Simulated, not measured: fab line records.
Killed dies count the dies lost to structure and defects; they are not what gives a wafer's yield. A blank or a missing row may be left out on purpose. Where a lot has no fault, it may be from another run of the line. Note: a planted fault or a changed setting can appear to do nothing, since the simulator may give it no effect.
A single fault, viewed from 2 desks || flow gf180mcu || what lay behind the numbers comes last; until then each desk has only its own

## METROLOGY DESK
Lot by lot, what the gauges showed, no matter which tool ran the lot: averages of those sampled wafers that carry a number. Any lot whose mean is over 4 standard deviations away from the usual mean is out of limits and marked OUT; that distance is given in the brackets.
Columns: A = M5_OVL at GF_M5_OVL_MEAS_08, usual -3 nm; B = V5_CVD_00_THK at GF_V5_THK_MEAS_01, usual 299 nm
{"lot": "L370", "first seen here": "day 26 08:20", "A": -3, "B": 304}
{"lot": "L371", "first seen here": "day 26 20:59", "A": -11, "B": 308}
{"lot": "L372", "first seen here": "day 26 23:14", "A": 2, "B": 304}
{"lot": "L374", "first seen here": "day 27 13:42", "A": -3, "B": 300}
{"lot": "L376", "first seen here": "day 28 08:14", "A": 1, "B": 297}
{"lot": "L378", "first seen here": "day 28 21:58", "A": 6, "B": 303}
{"lot": "L383", "first seen here": "day 30 07:44", "A": -5, "B": 294}
{"lot": "L387", "first seen here": "day 31 16:49", "A": 0, "B": 292}
{"lot": "L388", "first seen here": "day 31 17:05", "A": 0, "B": 299}
{"lot": "L389", "first seen here": "day 31 21:08", "A": -4, "B": 297}
{"lot": "L390", "first seen here": "day 32 01:32", "A": 3, "B": 303}
{"lot": "L391", "first seen here": "day 32 09:56", "A": -9, "B": 296}
{"lot": "L392", "first seen here": "day 32 15:41", "A": -6, "B": 298}
{"lot": "L393", "first seen here": "day 32 21:40", "A": -12, "B": 296}
Result from this desk: across the 14 lots, nothing is out of limits.

## THE TOOL OWNER'S DESK: lithoTrack-02
The tool's own readings at GF_PASSIVATION_DEVELOP_10 (develop time 60 s): means of the sampled wafers that have a number, for each lot that ran on this tool. Any lot whose mean is over 4 standard deviations away from the usual mean is out of limits and marked OUT; that distance is given in the brackets.
Columns: A = developerTempC at GF_PASSIVATION_DEVELOP_10, usual 23.02 C
{"lot": "L370", "first seen here": "day 29 01:00", "A": 23.00}
{"lot": "L372", "first seen here": "day 29 13:00", "A": 23.05}
{"lot": "L374", "first seen here": "day 30 04:00", "A": 23.05}
{"lot": "L376", "first seen here": "day 30 21:00", "A": "22.10 (-9.2) OUT"}
{"lot": "L378", "first seen here": "day 31 09:00", "A": "22.18 (-8.4) OUT"}
{"lot": "L390", "first seen here": "day 34 04:00", "A": 23.04}
{"lot": "L392", "first seen here": "day 34 17:00", "A": 22.93}
{"lot": "L393", "first seen here": "day 34 22:00", "A": 23.04}
This desk's finding: out of limits on L376, L378; first on L376, day 30 21:00 (developerTempC at GF_PASSIVATION_DEVELOP_10). L370, L372, L374, L390, L392, L393 stayed within limits.

## ALL TOGETHER
An alarm could have come from the tool owner's desk at day 30 21:00, on L376, L378.
At the metrology desk, nothing out of limits was observed.
The metrology desk has L376, L378 on record, within its limits.
Of the lots named, all ran GF_PASSIVATION_DEVELOP_10 on lithoTrack-02.

## WHAT THE SIMULATOR HAD PUT IN
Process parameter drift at GF_PASSIVATION_DEVELOP_10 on lithoTrack-02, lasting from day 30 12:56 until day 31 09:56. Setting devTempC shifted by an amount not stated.
Struck lots among those shown: L376, L378.
Time in hours from fault onset to the first out-of-limits reading at each desk: the tool owner's desk, 8.
